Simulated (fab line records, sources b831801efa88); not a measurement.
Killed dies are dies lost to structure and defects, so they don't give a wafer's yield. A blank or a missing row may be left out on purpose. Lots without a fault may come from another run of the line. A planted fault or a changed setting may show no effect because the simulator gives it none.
Which tool did it? | flow gf180mcu | 12 lots, 36 wafers sampled, at 5 steps of a route of 602

WHAT THE GAUGES READ, wafer by wafer
GF_V3_CD_MEAS_14: target cd 260 nm. Usual: cd_nm 260.3 nm, standard deviation 1.2.
lot  | measured     | on        | cd_nm (nm)        | flag
L486 | day 22 19:46 | cd_sem-02 | 260.3 261.4 260.8 |
L488 | day 23 15:27 | cd_sem-01 | 258.9 260.4 259.1 |
L491 | day 24 17:33 | cd_sem-02 | 262.4 261.6 261.6 |
L492 | day 24 20:33 | cd_sem-01 | 262.5 263.7 263.1 |
L494 | day 25 16:37 | cd_sem-02 | 261.6 262.5 262.6 |
L495 | day 25 16:43 | cd_sem-02 | 260.0 259.7 260.6 |
L496 | day 25 22:30 | cd_sem-01 | 260.3 259.6 260.0 |
L498 | day 26 20:41 | cd_sem-01 | 260.1 259.7 261.5 |
L500 | day 27 11:58 | cd_sem-01 | 260.6 260.4 259.9 |
L503 | day 28 05:21 | cd_sem-01 | 261.9 261.2 260.9 |
L508 | day 29 10:40 | cd_sem-01 | 259.2 258.7 258.7 |
L509 | day 30 00:18 | cd_sem-02 | 259.5 259.7 260.6 |

GF_V3_OVL_MEAS_15. Usual: V3_OVL 3 nm, standard deviation 4.8.
lot  | measured     | on         | V3_OVL (nm) | flag
L486 | day 22 19:52 | overlay-02 | 3 8 11      |
L488 | day 23 15:34 | overlay-02 | -4 -3 -3    |
L491 | day 24 17:40 | overlay-02 | 6 -2 6      |
L492 | day 24 20:40 | overlay-02 | 9 3 6       |
L494 | day 25 16:44 | overlay-01 | 8 8 11      |
L495 | day 25 16:50 | overlay-02 | 11 -1 8     |
L496 | day 25 22:37 | overlay-02 | 7 2 3       |
L498 | day 26 20:47 | overlay-01 | -1 11 4     |
L500 | day 27 12:02 | overlay-02 | 7 7 -2      |
L503 | day 28 05:28 | overlay-01 | 2 -1 -1     |
L508 | day 29 10:44 | overlay-01 | -5 -3 -4    |
L509 | day 30 00:25 | overlay-02 | 9 1 0       |

GF_M4_CD_MEAS_14: target cd 280 nm. Usual: cd_nm 279.7 nm, standard deviation 1.1.
lot  | measured     | on        | cd_nm (nm)        | flag
L486 | day 23 20:25 | cd_sem-02 | 280.5 280.8 279.9 |
L488 | day 24 14:51 | cd_sem-01 | 281.9 281.4 280.9 |
L491 | day 25 16:22 | cd_sem-02 | 278.9 279.2 279.3 |
L492 | day 25 19:57 | cd_sem-02 | 278.1 279.3 279.4 |
L494 | day 26 15:07 | cd_sem-01 | 279.0 278.7 278.6 |
L495 | day 26 15:57 | cd_sem-01 | 281.8 280.7 281.1 |
L496 | day 26 21:30 | cd_sem-02 | 279.5 280.0 279.6 |
L498 | day 27 18:55 | cd_sem-01 | 280.6 280.0 281.5 |
L500 | day 28 08:55 | cd_sem-01 | 280.5 280.5 278.6 |
L503 | day 29 02:39 | cd_sem-02 | 279.9 280.2 279.8 |
L508 | day 30 07:25 | cd_sem-01 | 259.4 258.9 258.4 | OFF
L509 | day 30 20:09 | cd_sem-02 | 262.7 261.9 262.2 | OFF

WHICH TOOL RAN EACH LOT (tool, then ch and the chambers of the sampled wafers, then the start)
lot  | GF_M4_SPUTTER_00             | GF_M4_EXPOSE_11
L486 | pvd_sputter-04, day 22 21:16 | krf_scanner-02 ch 0, day 23 09:40
L488 | pvd_sputter-01, day 23 16:58 | krf_scanner-02 ch 0, day 24 04:08
L491 | pvd_sputter-01, day 24 19:06 | krf_scanner-01 ch 0, day 25 05:55
L492 | pvd_sputter-01, day 24 22:07 | krf_scanner-02 ch 0, day 25 09:31
L494 | pvd_sputter-04, day 25 18:10 | krf_scanner-02 ch 0, day 26 04:46
L495 | pvd_sputter-02, day 25 18:20 | krf_scanner-01 ch 0, day 26 05:28
L496 | pvd_sputter-04, day 26 00:16 | krf_scanner-01 ch 0, day 26 11:39
L498 | pvd_sputter-01, day 26 22:11 | krf_scanner-01 ch 0, day 27 09:32
L500 | pvd_sputter-01, day 27 13:25 | krf_scanner-02 ch 0, day 27 23:11
L503 | pvd_sputter-01, day 28 06:52 | krf_scanner-02 ch 0, day 28 17:03
L508 | pvd_sputter-04, day 29 12:22 | krf_scanner-02 ch 0, day 29 22:08
L509 | pvd_sputter-02, day 30 01:49 | krf_scanner-02 ch 0, day 30 11:36
- GF_M4_SPUTTER_00: material Ti, target thk 37.5 nm, time 150 s.
- GF_M4_EXPOSE_11: exposes mask Metal4, target cd 280 nm.

WHAT THE TOOLS THEMSELVES READ (means of the sampled wafers that have a number; where no wafer has one, the mark that the record gives instead)
GF_M4_SPUTTER_00. Usual: throttle_valve_pct 30.1 %, standard deviation 1.5.
lot  | tool           | throttle_valve_pct (%) | flag
L486 | pvd_sputter-04 | 30.6                   |
L488 | pvd_sputter-01 | 29.3                   |
L491 | pvd_sputter-01 | 30.4                   |
L492 | pvd_sputter-01 | 29.3                   |
L494 | pvd_sputter-04 | 30.2                   |
L495 | pvd_sputter-02 | 30.8                   |
L496 | pvd_sputter-04 | 31.0                   |
L498 | pvd_sputter-01 | 30.4                   |
L500 | pvd_sputter-01 | 28.5                   |
L503 | pvd_sputter-01 | 31.0                   |
L508 | pvd_sputter-04 | 30.7                   |
L509 | pvd_sputter-02 | 30.2                   |

GF_M4_EXPOSE_11. Usual: exposure_dose_mJ_cm2 27.97, standard deviation 0.031.
lot  | tool           | exposure_dose_mJ_cm2 | flag
L486 | krf_scanner-02 | 28.00                |
L488 | krf_scanner-02 | 27.95                |
L491 | krf_scanner-01 | 28.01                |
L492 | krf_scanner-02 | 27.97                |
L494 | krf_scanner-02 | 27.95                |
L495 | krf_scanner-01 | 27.96                |
L496 | krf_scanner-01 | 27.94                |
L498 | krf_scanner-01 | 27.95                |
L500 | krf_scanner-02 | 27.99                |
L503 | krf_scanner-02 | 27.95                |
L508 | krf_scanner-02 | 32.00                | OFF
L509 | krf_scanner-02 | 31.18                | OFF

THE ANSWER, worked out from the rows above alone
Rule: a lot is off if the mean of its wafers that have a number lies more than 3 standard deviations from the usual mean. A lot without any number at a reading at which 4 lots or more have one is off too. The other lots that the step has rows for count as sound. The gauges are gone through in route order, then the tools' own readings, and for those a lot's mean is taken as printed above. The first step at which some lot is off is used, and at that step the reading that is off furthest; a lot without a number counts as furthest.
Off: L508, L509, at GF_M4_CD_MEAS_14 (cd_nm).
A tool fits if, at a process step before that reading, it ran every lot that is off, and no sound lot after the first of them. The gauges at GF_M4_CD_MEAS_14 aren't tried: what is off there is off at GF_M4_EXPOSE_11 too, on other tools, and a gauge's error can't cause that. One fits: krf_scanner-02 at GF_M4_EXPOSE_11. Its last sound lot is L503 (day 28 17:03), its first lot that is off L508 (day 29 22:08): a fault that began between those two fits.
The tool's own readings at GF_M4_EXPOSE_11 bear it out: on the lots that are off they differ by more than 5 times the standard deviation of the sound lots' means. exposure_dose_mJ_cm2 reads 31.59 there against 27.97 on the sound lots.

WHAT THE SIMULATOR HAD PUT IN
Process parameter drift: krf_scanner-02, from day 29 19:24 on, at GF_M4_EXPOSE_11. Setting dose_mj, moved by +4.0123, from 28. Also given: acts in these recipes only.
Lots struck among those shown: L508, L509. The rule above found the same.
